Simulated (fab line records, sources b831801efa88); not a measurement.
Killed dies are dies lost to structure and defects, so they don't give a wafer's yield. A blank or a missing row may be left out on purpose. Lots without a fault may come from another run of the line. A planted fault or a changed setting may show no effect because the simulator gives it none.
Problem report in the 8D (eight disciplines) form, filled by code | flow sky130 | the parts of the form that need people (team, actions taken, sign-off) are left out

1. THE PROBLEM
CONTACT_HDPCVD_THK at SKY_CONTACT_THK_MEAS_03 reads a mean of 956 nm on 2 wafers of 2 lots; wafers without a fault read 565 nm with a standard deviation of 8.6. That is +46 standard deviations from the usual mean.
First seen on wafer L608.5, day 34 09:56, on film_metro-04. The record holds 33 wafers of 11 lots with a number at this step. Rule for "out", or "out of limits": more than 4 standard deviations from the usual mean. The other wafers with a number count as sound.

2. WHAT IT IS AND WHAT IT IS NOT
question                    | is                 | is not
which readings at this step | CONTACT_HDPCVD_THK | -
which lots                  | L608, L609         | L596, L597, L598, L601, L602, L616, L617, L618, L619
which wafers of those lots  | L608.5, L609.5     | L608.3, L608.4, L609.1, L609.3
read on which gauges        | film_metro-04      | film_metro-01, film_metro-02
when                        | from day 34 09:56  | up to then (17 sound wafers); but 14 sound wafers of L609, L616, L617, L618, L619 came after

3. SUSPECTS, AND WHAT RULES EACH OUT
Counting: a tool at a process step up to the reading stays a suspect if it ran every lot that is out. Sound lots after the first of them don't rule it out here, since some wafers of a struck lot are sound.
- the gauge at SKY_CONTACT_THK_MEAS_03: ruled out. All the wafers that are out were read on film_metro-04, but those of them that SKY_CONTACT_CMP_04 has rows for are out there too, on other tools.
- plasma_asher-02 at SKY_LDD_N_STRIP_16 (strips in O2/N2): kept. It ran every lot that is out, first L608 (day 22 07:12); its last sound lot up to then is L602 (day 20 00:35).
- hdpcvd-02 at SKY_CONTACT_HDPCVD_02 (deposits SiO2, target thk 565 nm, time 94.2 s): kept. It ran every lot that is out, first L608 (day 34 09:51); its last sound lot up to then is L602 (day 32 10:19).
Left after counting: plasma_asher-02 at SKY_LDD_N_STRIP_16, hdpcvd-02 at SKY_CONTACT_HDPCVD_02.

4. THE CAUSE (what the simulator had put in)
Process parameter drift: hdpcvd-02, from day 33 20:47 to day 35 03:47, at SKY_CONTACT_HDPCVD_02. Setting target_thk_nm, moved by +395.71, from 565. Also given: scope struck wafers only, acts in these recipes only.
Counting left 2 suspects, and this tool is among them.

5. THE CHAIN OF EFFECTS, in route order
Each row: a reading whose mean over the struck wafers that have a number lies more than 3 standard deviations from the usual. Only readings for which the record gives a usual standard deviation are gone through. hours: the time from each lot's start at the first step in this table that gives one to its start at this step, as a median over the lots. sigmas: the change in usual standard deviations.
hours | step                    | reading            | usual  | on struck wafers | change | sigmas
0     | SKY_CONTACT_THK_MEAS_03 | CONTACT_HDPCVD_THK | 565 nm | 956              | +392   | +46
0     | SKY_CONTACT_CMP_04      | time_to_endpoint_s | 86 s   | 226              | +140   | +26
The process steps in it:
- SKY_CONTACT_CMP_04: polishes SiO2.
Later measuring or inspecting steps at which every struck wafer that the step has a row for has a number for every such reading, and none has moved that far: SKY_METAL1_THK_MEAS_06.

6. WHAT WOULD HAVE CAUGHT IT SOONER
In this record the first reading out of limits at a measuring or inspecting step was taken at day 34 09:56, 13 hours after the fault began at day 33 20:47.
Of the tool readings at SKY_CONTACT_HDPCVD_02 for which the record gives a usual standard deviation, none was out on any struck wafer, so an alarm limit of 4 standard deviations on them would not have fired.
Of the lots that are out (2), L609 began SKY_CONTACT_HDPCVD_02 on hdpcvd-02 after day 34 09:56. A hold on the tool at that time would have spared it.
